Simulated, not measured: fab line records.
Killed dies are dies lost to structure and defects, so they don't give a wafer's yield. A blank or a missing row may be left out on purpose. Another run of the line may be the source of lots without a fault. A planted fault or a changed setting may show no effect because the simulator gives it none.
fab line records | flow gf180mcu
record lots=13 | wafers=39 | last-day=34
route steps=602 shown DNWELL@41 LVPWELL@61 VT_IMPLANT@125 HV_LDD@195
lots with no fault: from the same line, run without faults
start-h: hours from the record's first day to the start of the lot's first wafer shown | wait-h: hours from the lot's prior step to this one | " the same as in the row above | L1.1+2: one row covering several wafers at once | - no value, or no start was given | * or withheld: withheld | < > ~ a bound
route shown NAME@n: a module of which the file shows steps, and the number in the route of the first | usual: average and standard deviation across the fault-free wafers | same: alike in all rows | chamber/n: place in a boat | sites: readings site by site | _std_site: their standard deviation | _edge_site: inner sites' mean taken away from outer sites' mean | radius-mm: how far each site lies from the wafer's centre | mask NAME#n: copy n | behind: the tool/chamber that last shaped the wafer | hold: the reason the lot was held/the length of the hold in hours/how it ended | device: the n, p or np transistor that did not switch | end of line: the tests these same wafers got at the end of their route | step lacking rows: just its recipe | killed: dies lost to structure and defects at the first sort, not the wafer's yield | map: the dies of a wafer, with x for killed, . for not killed, _ for no die there
set.NAME: setting as actually run; set.NAME@STEP: the setting as run at that earlier step | model.NAME: the simulator's own value behind a step, which no gauge read
steps of the route over a sample of lots; a table a step, a row a wafer
services: a tool's chamber out of use, with start hour (start-h, from the record's first day; less than 0 if before it), hours out, and reason
## steps
# step GF_DNWELL_TW_MEAS_09
# usual DNWELL_TW=1366/18
lot.wafer | tool          | chamber | start-h | wait-h | DNWELL_TW
L665.2    | film-metro-02 | -       | 43.64   | 0.1    | 1342
L665.3    | "             | -       | "       | "      | 1338
L665.5    | "             | -       | "       | "      | 1341
L666.2    | film-metro-02 | -       | 50.53   | 0.1    | 1337
L666.3    | "             | -       | "       | "      | 1335
L666.5    | "             | -       | "       | "      | 1332
L667.1    | film-metro-01 | -       | 57.62   | 0.1    | 1376
L667.2    | "             | -       | "       | "      | 1372
L667.6    | "             | -       | "       | "      | 1380
L668.1    | film-metro-04 | -       | 59.52   | 0.1    | 1377
L668.2    | "             | -       | "       | "      | 1380
L668.3    | "             | -       | "       | "      | 1382
L669.1    | film-metro-01 | -       | 65.18   | 0.1    | 1384
L669.2    | "             | -       | "       | "      | 1378
L669.3    | "             | -       | "       | "      | 1380
L671.1    | film-metro-01 | -       | 74.17   | 0.1    | 1376
L671.2    | "             | -       | "       | "      | 1376
L671.4    | "             | -       | "       | "      | 1378
L674.1    | film-metro-01 | -       | 90.27   | 0.1    | 1370
L674.3    | "             | -       | "       | "      | 1367
L674.6    | "             | -       | "       | "      | 1366
L677.1    | film-metro-01 | -       | 105.67  | 0.1    | 1390
L677.3    | "             | -       | "       | "      | 1376
L677.6    | "             | -       | "       | "      | 1388
L678.3    | film-metro-04 | -       | 112.25  | 0.1    | 1388
L678.4    | "             | -       | "       | "      | 1392
L678.5    | "             | -       | "       | "      | 1379
L681.3    | film-metro-02 | -       | 128.33  | 0.1    | 1353
L681.5    | "             | -       | "       | "      | 1351
L681.6    | "             | -       | "       | "      | 1345
L683.2    | film-metro-04 | -       | 138.18  | 0.1    | 1375
L683.5    | "             | -       | "       | "      | 1384
L683.6    | "             | -       | "       | "      | 1378
L687.3    | film-metro-02 | -       | 159.20  | 0.1    | 1344
L687.5    | "             | -       | "       | "      | 1350
L687.6    | "             | -       | "       | "      | 1346
L688.1    | film-metro-04 | -       | 165.17  | 0.1    | 1375
L688.2    | "             | -       | "       | "      | 1381
L688.4    | "             | -       | "       | "      | 1377
# step GF_LVPWELL_OVL_MEAS_07
# usual LVPWELL_OVL=0.7/1.5
lot.wafer | tool       | chamber | start-h | wait-h | LVPWELL_OVL[nm]
L665.2    | overlay-01 | -       | 68.33   | -      | 0.5
L665.3    | "          | -       | "       | "      | -1.3
L665.5    | "          | -       | "       | "      | 1.3
L666.2    | overlay-02 | -       | 76.63   | -      | 3.5
L666.3    | "          | -       | "       | "      | 1.9
L666.5    | "          | -       | "       | "      | 2.5
L667.1    | overlay-02 | -       | 83.74   | -      | 2.2
L667.2    | "          | -       | "       | "      | 1.1
L667.6    | "          | -       | "       | "      | 2.3
L668.1    | overlay-01 | -       | 86.83   | -      | 0.2
L668.2    | "          | -       | "       | "      | 0.6
L668.3    | "          | -       | "       | "      | -1.4
L669.1    | overlay-02 | -       | 92.78   | -      | -1.0
L669.2    | "          | -       | "       | "      | -0.3
L669.3    | "          | -       | "       | "      | -1.3
L671.1    | overlay-02 | -       | 102.17  | -      | 0.5
L671.2    | "          | -       | "       | "      | -0.8
L671.4    | "          | -       | "       | "      | -0.8
L674.1    | overlay-01 | -       | 118.83  | -      | 1.8
L674.3    | "          | -       | "       | "      | 0.9
L674.6    | "          | -       | "       | "      | 1.5
L677.1    | overlay-02 | -       | 135.77  | -      | 1.3
L677.3    | "          | -       | "       | "      | -0.4
L677.6    | "          | -       | "       | "      | -0.5
L678.3    | overlay-01 | -       | 142.95  | -      | 0.6
L678.4    | "          | -       | "       | "      | -1.1
L678.5    | "          | -       | "       | "      | 0.1
L681.3    | overlay-02 | -       | 159.94  | -      | 2.0
L681.5    | "          | -       | "       | "      | 1.2
L681.6    | "          | -       | "       | "      | 2.3
L683.2    | overlay-02 | -       | 170.69  | -      | 0.8
L683.5    | "          | -       | "       | "      | -0.6
L683.6    | "          | -       | "       | "      | 1.6
L687.3    | overlay-02 | -       | 192.09  | -      | 1.8
L687.5    | "          | -       | "       | "      | 3.1
L687.6    | "          | -       | "       | "      | 2.9
L688.1    | overlay-02 | -       | 199.27  | -      | 1.2
L688.2    | "          | -       | "       | "      | 0.6
L688.4    | "          | -       | "       | "      | 2.4
# step GF_VT_IMPLANT_COAT_35
# recipe resist=NOVOLAK | spin-rpm=3000 | resist-thk-nm=1000
# usual chill-plate-temp-C=23.01/0.1 | exhaust-pa=44.9/0.94
lot.wafer | tool           | chamber | start-h | wait-h | chill-plate-temp-C | exhaust-pa
L665.2    | litho-track-04 | 0       | 146.91  | 0.1    | 23.22              | 44.2
L665.3    | "              | 0       | "       | "      | 23.25              | 44.0
L665.5    | "              | 0       | "       | "      | 23.08              | 45.1
L666.2    | litho-track-02 | 0       | 158.67  | 0.1    | 23.11              | 43.4
L666.3    | "              | 0       | "       | "      | 22.92              | 44.4
L666.5    | "              | 0       | "       | "      | 22.92              | 44.7
L667.1    | litho-track-02 | 0       | 166.99  | 0.1    | 22.96              | 46.1
L667.2    | "              | 0       | "       | "      | 22.98              | 45.2
L667.6    | "              | 0       | "       | "      | 23.00              | 44.8
L668.1    | litho-track-04 | 0       | 170.03  | 0.1    | 23.01              | 43.5
L668.2    | "              | 0       | "       | "      | 23.04              | 45.0
L668.3    | "              | 0       | "       | "      | 23.10              | 44.9
L669.1    | litho-track-02 | 0       | 177.59  | 0.1    | 22.92              | 43.8
L669.2    | "              | 0       | "       | "      | 22.93              | 44.1
L669.3    | "              | 0       | "       | "      | 23.04              | 43.6
L671.1    | litho-track-03 | 0       | 188.06  | 0.1    | 23.11              | 45.4
L671.2    | "              | 0       | "       | "      | 22.96              | 44.6
L671.4    | "              | 0       | "       | "      | 22.94              | 44.3
L674.1    | litho-track-03 | 0       | 206.56  | 0.1    | 23.13              | 44.1
L674.3    | "              | 0       | "       | "      | 23.05              | 44.2
L674.6    | "              | 0       | "       | "      | 22.97              | 46.0
L677.1    | litho-track-03 | 0       | 226.81  | 0.1    | 23.09              | 46.6
L677.3    | "              | 0       | "       | "      | 23.14              | 46.4
L677.6    | "              | 0       | "       | "      | 23.07              | 46.0
L678.3    | litho-track-04 | 0       | 234.78  | 0.1    | 22.95              | 45.6
L678.4    | "              | 0       | "       | "      | 23.19              | 45.8
L678.5    | "              | 0       | "       | "      | 22.98              | 46.8
L681.3    | litho-track-02 | 0       | 255.09  | 0.1    | 22.85              | 45.5
L681.5    | "              | 0       | "       | "      | 22.91              | 45.3
L681.6    | "              | 0       | "       | "      | 22.85              | 45.0
L683.2    | litho-track-04 | 0       | 265.56  | 0.1    | 22.85              | 44.1
L683.5    | "              | 0       | "       | "      | 23.09              | 45.5
L683.6    | "              | 0       | "       | "      | 23.18              | 45.3
L687.3    | litho-track-02 | 0       | 292.14  | 0.1    | 23.24              | 45.4
L687.5    | "              | 0       | "       | "      | 23.07              | 45.8
L687.6    | "              | 0       | "       | "      | 23.25              | 44.8
L688.1    | litho-track-02 | 0       | 300.39  | 0.1    | 22.97              | 45.7
L688.2    | "              | 0       | "       | "      | 23.01              | 44.2
L688.4    | "              | 0       | "       | "      | 23.06              | 46.4
# step GF_VT_IMPLANT_STRIP_42
# recipe chemistry=O2/N2 | power-w=1400 | pressure-mtorr=1500 | platen-temp-c=250 | o2-flow-sccm=3000 | n2-flow-sccm=300 | overash-fraction=0.5
# usual drypump-motor-current-A=5.9/0.53 | heater-power-w=331/29 | o2-flow-sccm=3000/8.7 | oes-product-au=0.716/0.0047 | strip-time-to-endpoint-s=12.64/0.035
lot.wafer | tool            | chamber | start-h | wait-h | drypump-motor-current-A | heater-power-w | o2-flow-sccm | oes-product-au | rf-hours-counter-h | strip-time-to-endpoint-s
L665.2    | plasma-asher-03 | 0       | 154.97  | 0.1    | 6.1                     | 353            | 2994         | 0.720          | 4                  | 12.66
L665.3    | "               | 1       | "       | "      | 6.6                     | 302            | 3003         | 0.714          | -                  | 12.62
L665.5    | "               | 1       | "       | "      | 6.6                     | 309            | 3003         | 0.716          | -                  | 12.68
L666.2    | plasma-asher-03 | 0       | 166.47  | 0.1    | 6.1                     | 348            | 3004         | 0.706          | 5                  | 12.66
L666.3    | "               | 1       | "       | "      | 6.6                     | 311            | 3002         | 0.720          | -                  | 12.62
L666.5    | "               | 1       | "       | "      | 6.6                     | 298            | 3006         | 0.709          | -                  | 12.65
L667.1    | plasma-asher-01 | 1       | 175.60  | 0.1    | 5.4                     | 280            | 2994         | 0.720          | 54                 | 12.60
L667.2    | "               | 0       | "       | "      | 5.2                     | 364            | 2993         | 0.720          | 54                 | 12.60
L667.6    | "               | 1       | "       | "      | 5.4                     | 288            | 2986         | 0.711          | -                  | 12.62
L668.1    | plasma-asher-04 | 0       | 178.32  | 0.1    | 5.5                     | 318            | 2992         | 0.711          | 55                 | 12.64
L668.2    | "               | 1       | "       | "      | 5.2                     | 374            | 3008         | 0.721          | 55                 | 12.67
L668.3    | "               | 1       | "       | "      | 5.2                     | 377            | 2994         | 0.724          | -                  | 12.64
L669.1    | plasma-asher-03 | 1       | 186.52  | 0.1    | 6.5                     | 295            | 2994         | 0.719          | 7                  | 12.65
L669.2    | "               | 0       | "       | "      | 6.1                     | 356            | 2984         | 0.713          | 7                  | 12.66
L669.3    | "               | 0       | "       | "      | 6.1                     | 360            | 2996         | 0.715          | -                  | 12.63
L671.1    | plasma-asher-01 | 1       | 196.50  | 0.1    | 5.4                     | 282            | 3012         | 0.714          | 56                 | 12.70
L671.2    | "               | 0       | "       | "      | 5.3                     | 341            | 3004         | 0.722          | 56                 | 12.68
L671.4    | "               | 0       | "       | "      | 5.3                     | 348            | 2993         | 0.721          | -                  | 12.71
L674.1    | plasma-asher-03 | 0       | 214.88  | 0.1    | 6.1                     | 352            | 3018         | 0.718          | 10                 | 12.14
L674.3    | "               | 0       | "       | "      | 6.1                     | 353            | 3004         | 0.712          | -                  | 12.15
L674.6    | "               | 1       | "       | "      | 6.6                     | 298            | 2994         | 0.710          | -                  | 12.13
L677.1    | plasma-asher-04 | 0       | 235.52  | 0.1    | 5.5                     | 322            | 3002         | 0.715          | 61                 | 12.17
L677.3    | "               | 0       | "       | "      | 5.5                     | 326            | 3012         | 0.716          | -                  | 12.15
L677.6    | "               | 1       | "       | "      | 5.2                     | 370            | 2999         | 0.721          | -                  | 12.13
L678.3    | plasma-asher-01 | 0       | 244.00  | 0.1    | 5.2                     | 363            | 2994         | 0.712          | -                  | 12.63
L678.4    | "               | 1       | "       | "      | 5.4                     | 282            | 2996         | 0.725          | -                  | 12.57
L678.5    | "               | 1       | "       | "      | 5.4                     | 282            | 2981         | 0.717          | -                  | 12.62
L681.3    | plasma-asher-03 | 0       | 265.01  | 0.1    | 6.1                     | 351            | 2984         | 0.720          | -                  | 12.59
L681.5    | "               | 1       | "       | "      | 6.6                     | 306            | 2994         | 0.719          | -                  | 12.62
L681.6    | "               | 0       | "       | "      | 6.1                     | 358            | 2994         | 0.720          | -                  | 12.61
L683.2    | plasma-asher-03 | 0       | 275.37  | 0.1    | 6.1                     | 351            | 3006         | 0.722          | 16                 | 12.68
L683.5    | "               | 1       | "       | "      | 6.6                     | 308            | 2992         | 0.710          | -                  | 12.68
L683.6    | "               | 0       | "       | "      | 6.1                     | 348            | 3005         | 0.725          | -                  | 12.67
L687.3    | plasma-asher-01 | 0       | 302.21  | 0.1    | 5.3                     | 343            | 3006         | 0.721          | -                  | 12.64
L687.5    | "               | 0       | "       | "      | 5.3                     | 349            | 2998         | 0.714          | -                  | 12.63
L687.6    | "               | 1       | "       | "      | 5.4                     | 287            | 2997         | 0.719          | -                  | 12.63
L688.1    | plasma-asher-03 | 1       | 311.87  | 0.1    | 6.6                     | 305            | 3004         | 0.716          | 19                 | 12.62
L688.2    | "               | 0       | "       | "      | 6.1                     | 357            | 3002         | 0.711          | 19                 | 12.64
L688.4    | "               | 1       | "       | "      | 6.6                     | 306            | 3013         | 0.720          | -                  | 12.64
# step GF_HV_LDD_CD_MEAS_19
# recipe target-cd-nm=400
# usual cd-nm=399.6/2
lot.wafer | tool      | chamber | start-h | wait-h | cd-nm
L665.2    | cd-sem-01 | -       | 232.43  | 0.1    | 398.5
L665.3    | "         | -       | "       | "      | 398.6
L665.5    | "         | -       | "       | "      | 398.7
L666.2    | cd-sem-01 | -       | 246.79  | 0.1    | 399.3
L666.3    | "         | -       | "       | "      | 398.6
L666.5    | "         | -       | "       | "      | 398.9
L667.1    | cd-sem-02 | -       | 262.87  | 0.1    | 397.7
L667.2    | "         | -       | "       | "      | 400.4
L667.6    | "         | -       | "       | "      | 397.5
L668.1    | cd-sem-02 | -       | 264.33  | 0.1    | 398.4
L668.2    | "         | -       | "       | "      | 399.7
L668.3    | "         | -       | "       | "      | 398.7
L669.1    | cd-sem-01 | -       | 274.52  | 0.1    | 400.2
L669.2    | "         | -       | "       | "      | 399.9
L669.3    | "         | -       | "       | "      | 401.2
L671.1    | cd-sem-02 | -       | 287.11  | 0.1    | 400.6
L671.2    | "         | -       | "       | "      | 400.6
L671.4    | "         | -       | "       | "      | 399.0
L674.1    | cd-sem-02 | -       | 302.56  | 0.1    | 401.2
L674.3    | "         | -       | "       | "      | 397.8
L674.6    | "         | -       | "       | "      | 398.3
L677.1    | cd-sem-01 | -       | 324.61  | 0.1    | 398.3
L677.3    | "         | -       | "       | "      | 398.2
L677.6    | "         | -       | "       | "      | 396.9
L678.3    | cd-sem-02 | -       | 332.81  | 0.1    | 401.1
L678.4    | "         | -       | "       | "      | 401.4
L678.5    | "         | -       | "       | "      | 400.9
L681.3    | cd-sem-02 | -       | 357.00  | 0.1    | 401.7
L681.5    | "         | -       | "       | "      | 401.9
L681.6    | "         | -       | "       | "      | 400.0
L683.2    | cd-sem-01 | -       | 366.78  | 0.1    | 397.0
L683.5    | "         | -       | "       | "      | 399.3
L683.6    | "         | -       | "       | "      | 400.4
L687.3    | cd-sem-02 | -       | 397.90  | 0.1    | 398.7
L687.5    | "         | -       | "       | "      | 398.9
L687.6    | "         | -       | "       | "      | 397.8
L688.1    | cd-sem-01 | -       | 410.11  | 0.1    | 396.3
L688.2    | "         | -       | "       | "      | 397.9
L688.4    | "         | -       | "       | "      | 397.8
## services
tool            | chamber | start-h | hours | kind
plasma-asher-01 | -       | 201.25  | 0.8   | repair
plasma-asher-01 | -       | 266.50  | 6.8   | repair
plasma-asher-03 | -       | 304.38  | 1.2   | repair
## key
first-sign step=GF_VT_IMPLANT_STRIP_42 | reading=strip-time-to-endpoint-s | direction=down | sigmas=14 | usual=* | struck=*
effect none on later readings
met-at GF_VT_IMPLANT_COAT_35
struck-lots L674,L677
tester-left-out L674,L677
not-acting-at GF_DNWELL_TW_MEAS_09,GF_LVPWELL_OVL_MEAS_07,GF_HV_LDD_CD_MEAS_19
onset-between 188.06 206.56
fault kind=process-parameter-drift | tool=litho-track-03 | chamber=- | onset-h=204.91 | steps=GF_VT_IMPLANT_COAT_35 | channel=resist-thk-nm | offset=* | shape=step | end-h=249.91 | acts-in=* | stated=*
# tester-left-out: of these lots the tester's yield and bins aren't shown, on N5 and GAA mostly nor the transistor test; their killed dies are dies lost to structure and defects alone, not to doping, threshold or leakage, so they don't give the yield
